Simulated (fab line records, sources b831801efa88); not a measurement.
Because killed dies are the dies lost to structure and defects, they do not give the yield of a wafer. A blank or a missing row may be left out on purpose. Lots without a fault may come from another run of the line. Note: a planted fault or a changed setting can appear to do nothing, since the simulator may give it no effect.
The tool behind it: which one? / flow sky130 / Sampling: 11 lots, 33 wafers, 5 of 708 route steps

WHAT EACH GAUGE READ, for each wafer
No reading from a measuring or inspecting step in the record can be judged against a usual standard deviation.

WHAT TOOL EACH LOT RAN ON (gives the tool, then ch and the chambers of the sampled wafers, and finally the start)
lot=L892; SKY_METAL2_STRIP_20=plasmaAsher-04 ch 0,1, day 36 17:20; SKY_VIA2_ETCH_14=rieDiel-03 ch 1,2, day 37 20:16; SKY_VIA2_ETCH_15=rieDiel-03 ch 1,2, day 37 20:18; SKY_VIA2_CMP_24=cmp-02 ch 2,3, day 37 21:20; SKY_PAD_OPEN_PROBE_99=-
lot=L896; SKY_METAL2_STRIP_20=plasmaAsher-01 ch 0,1, day 36 18:26; SKY_VIA2_ETCH_14=rieDiel-04 ch 2,3, day 37 21:31; SKY_VIA2_ETCH_15=rieDiel-04 ch 2,3, day 37 21:34; SKY_VIA2_CMP_24=cmp-02 ch 0,2, day 37 22:37; SKY_PAD_OPEN_PROBE_99=-
lot=L898; SKY_METAL2_STRIP_20=plasmaAsher-01 ch 0,1, day 37 03:02; SKY_VIA2_ETCH_14=rieDiel-03 ch 1,2, day 38 06:07; SKY_VIA2_ETCH_15=rieDiel-03 ch 1,2, day 38 06:09; SKY_VIA2_CMP_24=cmp-01 ch 0,1,3, day 38 07:11; SKY_PAD_OPEN_PROBE_99=-
lot=L899; SKY_METAL2_STRIP_20=plasmaAsher-02 ch 0,1, day 37 10:35; SKY_VIA2_ETCH_14=rieDiel-04 ch 0,2,3, day 38 13:31; SKY_VIA2_ETCH_15=rieDiel-04 ch 0,2,3, day 38 13:33; SKY_VIA2_CMP_24=cmp-02 ch 1,2,3, day 38 14:46; SKY_PAD_OPEN_PROBE_99=-
lot=L900; SKY_METAL2_STRIP_20=plasmaAsher-04 ch 0,1, day 37 23:10; SKY_VIA2_ETCH_14=rieDiel-03 ch 1,2, day 39 01:34; SKY_VIA2_ETCH_15=rieDiel-03 ch 1,2, day 39 01:36; SKY_VIA2_CMP_24=cmp-02 ch 2,3, day 39 02:38; SKY_PAD_OPEN_PROBE_99=prober-02, day 48 05:26
lot=L902; SKY_METAL2_STRIP_20=plasmaAsher-01 ch 0, day 38 09:48; SKY_VIA2_ETCH_14=rieDiel-04 ch 0,1,3, day 39 12:01; SKY_VIA2_ETCH_15=rieDiel-04 ch 0,1,3, day 39 12:04; SKY_VIA2_CMP_24=cmp-01 ch 0,2, day 39 13:16; SKY_PAD_OPEN_PROBE_99=prober-01, day 48 10:40
lot=L901; SKY_METAL2_STRIP_20=plasmaAsher-01 ch 0,1, day 38 10:29; SKY_VIA2_ETCH_14=rieDiel-01 ch 2,3, day 39 12:52; SKY_VIA2_ETCH_15=rieDiel-01 ch 2,3, day 39 12:55; SKY_VIA2_CMP_24=cmp-02 ch 0,1, day 39 14:06; SKY_PAD_OPEN_PROBE_99=-
lot=L905; SKY_METAL2_STRIP_20=plasmaAsher-01 ch 0,1, day 40 12:27; SKY_VIA2_ETCH_14=rieDiel-03 ch 0,1,2, day 41 12:52; SKY_VIA2_ETCH_15=rieDiel-03 ch 0,1,2, day 41 12:55; SKY_VIA2_CMP_24=cmp-01 ch 1,2,3, day 41 14:11; SKY_PAD_OPEN_PROBE_99=prober-02, day 49 23:11
lot=L908; SKY_METAL2_STRIP_20=plasmaAsher-04 ch 0,1, day 40 17:18; SKY_VIA2_ETCH_14=rieDiel-03 ch 1,2, day 41 18:13; SKY_VIA2_ETCH_15=rieDiel-03 ch 1,2, day 41 18:16; SKY_VIA2_CMP_24=cmp-01 ch 0,3, day 41 19:19; SKY_PAD_OPEN_PROBE_99=prober-01, day 50 04:58
lot=L910; SKY_METAL2_STRIP_20=plasmaAsher-02 ch 0,1, day 41 01:26; SKY_VIA2_ETCH_14=rieDiel-03 ch 0,1,3, day 42 01:52; SKY_VIA2_ETCH_15=rieDiel-03 ch 0,1,3, day 42 01:55; SKY_VIA2_CMP_24=cmp-01 ch 1,2,3, day 42 02:56; SKY_PAD_OPEN_PROBE_99=-
lot=L911; SKY_METAL2_STRIP_20=plasmaAsher-01 ch 0,1, day 41 08:46; SKY_VIA2_ETCH_14=rieDiel-03 ch 0,1,2, day 42 09:16; SKY_VIA2_ETCH_15=rieDiel-03 ch 0,1,2, day 42 09:19; SKY_VIA2_CMP_24=cmp-02 ch 0,1,3, day 42 10:22; SKY_PAD_OPEN_PROBE_99=prober-01, day 50 13:31
- SKY_METAL2_STRIP_20: strips in O2/N2.
- SKY_VIA2_ETCH_14: etches BARC in N2/H2, stops on SiO2, time 45.9 s, target depth 60 nm.
- SKY_VIA2_ETCH_15: etches SiO2 in C4F8/O2/Ar, stops on TiN, target depth 546 nm, time 84 s.
- SKY_VIA2_CMP_24: polishes, stops on SiO2, t overpolish 20 s, target thk 0 nm.
- SKY_PAD_OPEN_PROBE_99

WHAT THE TOOLS THEMSELVES READ (means of the sampled wafers that have a number; where no wafer has one, the mark that the record gives instead)
SKY_METAL2_STRIP_20. Usual: drypumpMotorCurrentA 5.5 A, standard deviation 0.4; n2FlowSccm 299.9 sccm, standard deviation 0.87; oesProductAu 0.343 a.u., standard deviation 0.0058; stripTimeToEndpointS 2.70 s, standard deviation 0.079.
lot=L892; tool=plasmaAsher-04; drypumpMotorCurrentA (A)=5.5; n2FlowSccm (sccm)=300.0; oesProductAu (a.u.)=0.338; stripTimeToEndpointS (s)=2.61; flag=
lot=L896; tool=plasmaAsher-01; drypumpMotorCurrentA (A)=5.2; n2FlowSccm (sccm)=299.8; oesProductAu (a.u.)=0.344; stripTimeToEndpointS (s)=2.71; flag=
lot=L898; tool=plasmaAsher-01; drypumpMotorCurrentA (A)=5.2; n2FlowSccm (sccm)=300.5; oesProductAu (a.u.)=0.341; stripTimeToEndpointS (s)=2.70; flag=
lot=L899; tool=plasmaAsher-02; drypumpMotorCurrentA (A)=5.6; n2FlowSccm (sccm)=300.1; oesProductAu (a.u.)=0.342; stripTimeToEndpointS (s)=2.67; flag=
lot=L900; tool=plasmaAsher-04; drypumpMotorCurrentA (A)=5.3; n2FlowSccm (sccm)=299.4; oesProductAu (a.u.)=0.346; stripTimeToEndpointS (s)=2.67; flag=
lot=L902; tool=plasmaAsher-01; drypumpMotorCurrentA (A)=4.9; n2FlowSccm (sccm)=299.8; oesProductAu (a.u.)=0.341; stripTimeToEndpointS (s)=2.69; flag=
lot=L901; tool=plasmaAsher-01; drypumpMotorCurrentA (A)=5.2; n2FlowSccm (sccm)=298.9; oesProductAu (a.u.)=0.347; stripTimeToEndpointS (s)=2.75; flag=
lot=L905; tool=plasmaAsher-01; drypumpMotorCurrentA (A)=5.5; n2FlowSccm (sccm)=300.0; oesProductAu (a.u.)=0.345; stripTimeToEndpointS (s)=2.70; flag=
lot=L908; tool=plasmaAsher-04; drypumpMotorCurrentA (A)=5.2; n2FlowSccm (sccm)=299.7; oesProductAu (a.u.)=0.342; stripTimeToEndpointS (s)=2.61; flag=
lot=L910; tool=plasmaAsher-02; drypumpMotorCurrentA (A)=5.6; n2FlowSccm (sccm)=299.6; oesProductAu (a.u.)=0.341; stripTimeToEndpointS (s)=2.66; flag=
lot=L911; tool=plasmaAsher-01; drypumpMotorCurrentA (A)=5.5; n2FlowSccm (sccm)=300.6; oesProductAu (a.u.)=0.342; stripTimeToEndpointS (s)=2.65; flag=

SKY_VIA2_ETCH_14. Usual: biasW 100.03 W, standard deviation 0.3; drypumpMotorCurrentA 5.4 A, standard deviation 0.4; n2FlowSccm 100.0 sccm, standard deviation 0.31; oesProductAu 0.855 a.u., standard deviation 0.0046; throttleValvePct 13.225 %, standard deviation 0.0086.
lot=L892; tool=rieDiel-03; biasW (W)=100.04; drypumpMotorCurrentA (A)=5.1; n2FlowSccm (sccm)=99.7; oesProductAu (a.u.)=0.856; throttleValvePct (%)=13.228; flag=
lot=L896; tool=rieDiel-04; biasW (W)=100.30; drypumpMotorCurrentA (A)=5.5; n2FlowSccm (sccm)=99.8; oesProductAu (a.u.)=0.858; throttleValvePct (%)=13.223; flag=
lot=L898; tool=rieDiel-03; biasW (W)=99.98; drypumpMotorCurrentA (A)=4.8; n2FlowSccm (sccm)=99.9; oesProductAu (a.u.)=0.860; throttleValvePct (%)=13.223; flag=
lot=L899; tool=rieDiel-04; biasW (W)=100.20; drypumpMotorCurrentA (A)=5.6; n2FlowSccm (sccm)=99.7; oesProductAu (a.u.)=0.853; throttleValvePct (%)=13.217; flag=
lot=L900; tool=rieDiel-03; biasW (W)=100.05; drypumpMotorCurrentA (A)=4.9; n2FlowSccm (sccm)=99.7; oesProductAu (a.u.)=0.854; throttleValvePct (%)=13.226; flag=
lot=L902; tool=rieDiel-04; biasW (W)=100.16; drypumpMotorCurrentA (A)=5.4; n2FlowSccm (sccm)=100.3; oesProductAu (a.u.)=0.851; throttleValvePct (%)=13.218; flag=
lot=L901; tool=rieDiel-01; biasW (W)=99.95; drypumpMotorCurrentA (A)=5.4; n2FlowSccm (sccm)=100.3; oesProductAu (a.u.)=0.856; throttleValvePct (%)=13.228; flag=
lot=L905; tool=rieDiel-03; biasW (W)=100.01; drypumpMotorCurrentA (A)=5.1; n2FlowSccm (sccm)=99.6; oesProductAu (a.u.)=0.852; throttleValvePct (%)=13.219; flag=
lot=L908; tool=rieDiel-03; biasW (W)=99.97; drypumpMotorCurrentA (A)=4.9; n2FlowSccm (sccm)=100.2; oesProductAu (a.u.)=0.853; throttleValvePct (%)=13.227; flag=
lot=L910; tool=rieDiel-03; biasW (W)=97.38; drypumpMotorCurrentA (A)=5.3; n2FlowSccm (sccm)=100.1; oesProductAu (a.u.)=0.854; throttleValvePct (%)=13.224; flag=OFF
lot=L911; tool=rieDiel-03; biasW (W)=97.03; drypumpMotorCurrentA (A)=5.1; n2FlowSccm (sccm)=100.2; oesProductAu (a.u.)=0.855; throttleValvePct (%)=13.232; flag=OFF

SKY_VIA2_ETCH_15. Usual: biasW 1200 W, standard deviation 3.9; oesProductAu 0.939 a.u., standard deviation 0.0051.
lot=L892; tool=rieDiel-03; biasW (W)=1199; oesProductAu (a.u.)=0.940; flag=
lot=L896; tool=rieDiel-04; biasW (W)=1199; oesProductAu (a.u.)=0.939; flag=
lot=L898; tool=rieDiel-03; biasW (W)=1202; oesProductAu (a.u.)=0.942; flag=
lot=L899; tool=rieDiel-04; biasW (W)=1202; oesProductAu (a.u.)=0.941; flag=
lot=L900; tool=rieDiel-03; biasW (W)=1200; oesProductAu (a.u.)=0.936; flag=
lot=L902; tool=rieDiel-04; biasW (W)=1202; oesProductAu (a.u.)=0.937; flag=
lot=L901; tool=rieDiel-01; biasW (W)=1208; oesProductAu (a.u.)=0.937; flag=
lot=L905; tool=rieDiel-03; biasW (W)=1199; oesProductAu (a.u.)=0.936; flag=
lot=L908; tool=rieDiel-03; biasW (W)=1201; oesProductAu (a.u.)=0.941; flag=
lot=L910; tool=rieDiel-03; biasW (W)=1201; oesProductAu (a.u.)=0.934; flag=
lot=L911; tool=rieDiel-03; biasW (W)=1198; oesProductAu (a.u.)=0.935; flag=

SKY_VIA2_CMP_24. Usual: motorCurrentA 11.2 A, standard deviation 1.4; overpolishRunS 20.001 s, standard deviation 0.0084; timeToEndpointS 98 s, standard deviation 5.1.
lot=L892; tool=cmp-02; motorCurrentA (A)=10.7; overpolishRunS (s)=20.006; timeToEndpointS (s)=92; flag=
lot=L896; tool=cmp-02; motorCurrentA (A)=12.0; overpolishRunS (s)=20.000; timeToEndpointS (s)=96; flag=
lot=L898; tool=cmp-01; motorCurrentA (A)=12.1; overpolishRunS (s)=20.001; timeToEndpointS (s)=96; flag=
lot=L899; tool=cmp-02; motorCurrentA (A)=11.4; overpolishRunS (s)=19.994; timeToEndpointS (s)=99; flag=
lot=L900; tool=cmp-02; motorCurrentA (A)=10.5; overpolishRunS (s)=20.009; timeToEndpointS (s)=96; flag=
lot=L902; tool=cmp-01; motorCurrentA (A)=11.6; overpolishRunS (s)=20.001; timeToEndpointS (s)=102; flag=
lot=L901; tool=cmp-02; motorCurrentA (A)=10.6; overpolishRunS (s)=20.004; timeToEndpointS (s)=101; flag=
lot=L905; tool=cmp-01; motorCurrentA (A)=11.8; overpolishRunS (s)=19.998; timeToEndpointS (s)=97; flag=
lot=L908; tool=cmp-01; motorCurrentA (A)=11.5; overpolishRunS (s)=20.001; timeToEndpointS (s)=104; flag=
lot=L910; tool=cmp-01; motorCurrentA (A)=11.9; overpolishRunS (s)=19.993; timeToEndpointS (s)=95; flag=
lot=L911; tool=cmp-02; motorCurrentA (A)=10.6; overpolishRunS (s)=19.999; timeToEndpointS (s)=94; flag=

SKY_PAD_OPEN_PROBE_99. Usual: defectLimitedYield 82.4 %, standard deviation 1.9; killed_at_M0_to_M3 45, standard deviation 7.5; killed_at_M4_up 2.8, standard deviation 1.9; killedAtContacts 25, standard deviation 5.5; killedAtFrontEnd 14, standard deviation 4; killedAtOther 0.3, standard deviation 0.75; killedDies 87, standard deviation 9.4; killedOpen 47, standard deviation 6.6; killedShort 39, standard deviation 6.6; sort_bin_3_pad_short 0.9 %, standard deviation 0.39; sort_bin_5_function 10.4 %, standard deviation 1.5; sort_bin_6_memory 6.3 %, standard deviation 1.2; sortNPass 405, standard deviation 9.4; sortYieldPct 82.4 %, standard deviation 1.9.
lot=L900; tool=prober-02; defectLimitedYield (%)=80.6; killed_at_M0_to_M3=48; killed_at_M4_up=4.3; killedAtContacts=25; killedAtFrontEnd=18; killedAtOther=0.3; killedDies=95; killedOpen=52; killedShort=43; sort_bin_3_pad_short (%)=0.9; sort_bin_5_function (%)=11.1; sort_bin_6_memory (%)=7.4; sortNPass=397; sortYieldPct (%)=80.6; flag=
lot=L902; tool=prober-01; defectLimitedYield (%)=82.2; killed_at_M0_to_M3=41; killed_at_M4_up=3.7; killedAtContacts=24; killedAtFrontEnd=18; killedAtOther=0.3; killedDies=88; killedOpen=48; killedShort=40; sort_bin_3_pad_short (%)=0.6; sort_bin_5_function (%)=10.6; sort_bin_6_memory (%)=6.6; sortNPass=404; sortYieldPct (%)=82.2; flag=
lot=L905; tool=prober-02; defectLimitedYield (%)=84.5; killed_at_M0_to_M3=37; killed_at_M4_up=2.7; killedAtContacts=21; killedAtFrontEnd=15; killedAtOther=0.0; killedDies=76; killedOpen=39; killedShort=37; sort_bin_3_pad_short (%)=0.7; sort_bin_5_function (%)=9.3; sort_bin_6_memory (%)=5.5; sortNPass=416; sortYieldPct (%)=84.5; flag=
lot=L908; tool=prober-01; defectLimitedYield (%)=81.7; killed_at_M0_to_M3=48; killed_at_M4_up=2.3; killedAtContacts=24; killedAtFrontEnd=16; killedAtOther=0.0; killedDies=90; killedOpen=43; killedShort=47; sort_bin_3_pad_short (%)=1.5; sort_bin_5_function (%)=10.5; sort_bin_6_memory (%)=6.3; sortNPass=402; sortYieldPct (%)=81.7; flag=
lot=L911; tool=prober-01; defectLimitedYield (%)=83.3; killed_at_M0_to_M3=41; killed_at_M4_up=5.3; killedAtContacts=23; killedAtFrontEnd=12; killedAtOther=0.7; killedDies=82; killedOpen=48; killedShort=35; sort_bin_3_pad_short (%)=0.8; sort_bin_5_function (%)=9.6; sort_bin_6_memory (%)=6.4; sortNPass=410; sortYieldPct (%)=83.3; flag=

THE ANSWER, worked out from the rows above alone
Rule: a lot is off if the mean of its wafers that have a number lies more than 3 standard deviations from the usual mean. Also off: a lot with no number at a reading for which 4 or more lots have one. Where the step has rows for the other lots, those lots are counted as sound. The gauges are gone through in route order, then the tools' own readings, and for those a lot's mean is taken as printed above. At the first step where some lot is off, the reading lying furthest off is the one used; lots without a number count as furthest.
Off, at SKY_VIA2_ETCH_14 on biasW: L910, L911.
If a tool, at that step or one of the process steps before it, ran each lot that is off and ran no sound lot following the first of them, it fits. One candidate fits, namely rieDiel-03 at SKY_VIA2_ETCH_14. Its last sound lot is L908 (day 41 18:13), its first lot that is off L910 (day 42 01:52): a fault that began between those two fits.
On the lots that are off, the tool's own readings at SKY_VIA2_ETCH_14 differ by more than 5 times the standard deviation of the sound lots' means, which bears it out; biasW reads 97.20 W there versus 100.07 W on the sound lots.

WHAT THE SIMULATOR HAD PUT IN
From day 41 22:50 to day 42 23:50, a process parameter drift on rieDiel-03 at SKY_VIA2_ETCH_14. Setting biasW, moved by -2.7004, from 100. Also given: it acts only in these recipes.
Lots struck among those shown: L910, L911. The rule above found the same.
